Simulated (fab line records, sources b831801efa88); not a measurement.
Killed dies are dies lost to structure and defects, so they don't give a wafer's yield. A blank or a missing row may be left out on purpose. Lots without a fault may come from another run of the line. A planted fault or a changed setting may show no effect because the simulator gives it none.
Which tool did it? | flow gf180mcu | 13 lots, 39 wafers sampled, at 3 steps of a route of 602

WHAT THE GAUGES READ, wafer by wafer
GF_M5_OVL_MEAS_08. Usual: M5_OVL -3 nm, standard deviation 6.3.
lot  | measured     | on         | M5_OVL (nm) | flag
L901 | day 27 13:33 | overlay-02 | 5 -1 1      |
L902 | day 27 21:49 | overlay-01 | -5 -6 -8    |
L903 | day 28 05:02 | overlay-02 | 0 2 0       |
L906 | day 28 17:54 | overlay-02 | -10 -4 5    |
L905 | day 28 21:09 | overlay-01 | -2 -5 -2    |
L907 | day 29 01:18 | overlay-01 | -6 -2 -5    |
L913 | day 30 19:03 | overlay-02 | -5 5 6      |
L914 | day 31 00:58 | overlay-01 | -6 -4 -8    |
L915 | day 31 09:44 | overlay-02 | 2 5 4       |
L916 | day 31 17:35 | overlay-02 | -9 -9 -8    |
L918 | day 32 04:10 | overlay-02 | -9 -6 -9    |
L920 | day 32 14:01 | overlay-01 | 4 6 4       |
L921 | day 32 18:26 | overlay-01 | -2 1 5      |

GF_V5_THK_MEAS_03. Usual: V5_CVD_02_THK 1451 nm, standard deviation 18.
lot  | measured     | on            | V5_CVD_02_THK (nm) | flag
L901 | day 27 14:31 | film_metro-04 | 1421 1435 1454     |
L902 | day 27 22:47 | film_metro-01 | 1462 1462 1470     |
L903 | day 28 06:04 | film_metro-01 | 1451 1451 1468     |
L906 | day 28 18:51 | film_metro-02 | 1437 1469 1475     |
L905 | day 28 22:05 | film_metro-01 | 1438 1450 1441     |
L907 | day 29 02:17 | film_metro-02 | 1423 1475 1457     |
L913 | day 30 20:02 | film_metro-04 | 1443 1449 1464     |
L914 | day 31 01:58 | film_metro-04 | 1424 1456 1464     |
L915 | day 31 10:40 | film_metro-01 | 1455 1440 1477     |
L916 | day 31 18:33 | film_metro-02 | 1434 1476 1447     |
L918 | day 32 05:14 | film_metro-02 | 1425 1475 1445     |
L920 | day 32 15:04 | film_metro-04 | 1444 1419 1451     |
L921 | day 32 19:31 | film_metro-01 | 1426 1448 1444     |

WHICH TOOL RAN EACH LOT (tool, then ch and the chambers of the sampled wafers, then the start)
lot  | GF_M5_ETCH_09
L901 | rie_diel-04 ch 2,3, day 27 13:35
L902 | rie_diel-03 ch 2,3, day 27 21:52
L903 | rie_diel-02 ch 0,2,3, day 28 05:05
L906 | rie_diel-02 ch 0,2, day 28 17:56
L905 | rie_diel-02 ch 0,2,3, day 28 21:11
L907 | rie_diel-02 ch 0,2,3, day 29 01:20
L913 | rie_diel-04 ch 1,3, day 30 19:05
L914 | rie_diel-03 ch 0,2,3, day 31 00:59
L915 | rie_diel-04 ch 2,3, day 31 09:47
L916 | rie_diel-02 ch 1,2, day 31 17:37
L918 | rie_diel-03 ch 2,3, day 32 04:13
L920 | rie_diel-03 ch 1,3, day 32 14:04
L921 | rie_diel-03 ch 0,1,3, day 32 18:29
- GF_M5_ETCH_09: etches Si3N4 in CF4/O2, target depth 52 nm, time 11.6 s.

WHAT THE TOOLS THEMSELVES READ (means of the sampled wafers that have a number; where no wafer has one, the mark that the record gives instead)
GF_M5_ETCH_09. Usual: drypump_motor_current_A 5.6 A, standard deviation 0.61; oes_product_au 0.995 a.u., standard deviation 0.013; throttle_valve_pct 5.970 %, standard deviation 0.01.
lot  | tool        | drypump_motor_current_A (A) | oes_product_au (a.u.) | throttle_valve_pct (%) | flag
L901 | rie_diel-04 | 5.0                         | 1.003                 | 5.976                  |
L902 | rie_diel-03 | 5.3                         | 1.002                 | 5.982                  |
L903 | rie_diel-02 | 5.2                         | 0.984                 | 5.970                  |
L906 | rie_diel-02 | 5.3                         | 0.998                 | 5.972                  |
L905 | rie_diel-02 | 5.2                         | 0.990                 | 5.966                  |
L907 | rie_diel-02 | 5.2                         | 0.994                 | 5.963                  |
L913 | rie_diel-04 | 5.3                         | 0.990                 | 5.965                  |
L914 | rie_diel-03 | 5.7                         | 1.004                 | 5.980                  |
L915 | rie_diel-04 | 5.1                         | 0.989                 | 5.960                  |
L916 | rie_diel-02 | 5.9                         | 0.992                 | 5.974                  |
L918 | rie_diel-03 | 5.5                         | 0.991                 | 5.984                  |
L920 | rie_diel-03 | 6.0                         | 0.994                 | 5.972                  |
L921 | rie_diel-03 | 6.1                         | 1.006                 | 5.973                  |

THE ANSWER, worked out from the rows above alone
Rule: a lot is off if the mean of its wafers that have a number lies more than 3 standard deviations from the usual mean. A lot without any number at a reading at which 4 lots or more have one is off too. The other lots that the step has rows for count as sound. The gauges are gone through in route order, then the tools' own readings, and for those a lot's mean is taken as printed above. The first step at which some lot is off is used, and at that step the reading that is off furthest; a lot without a number counts as furthest.
No lot is off at any reading shown: from this, nothing can be told.

WHAT THE SIMULATOR HAD PUT IN
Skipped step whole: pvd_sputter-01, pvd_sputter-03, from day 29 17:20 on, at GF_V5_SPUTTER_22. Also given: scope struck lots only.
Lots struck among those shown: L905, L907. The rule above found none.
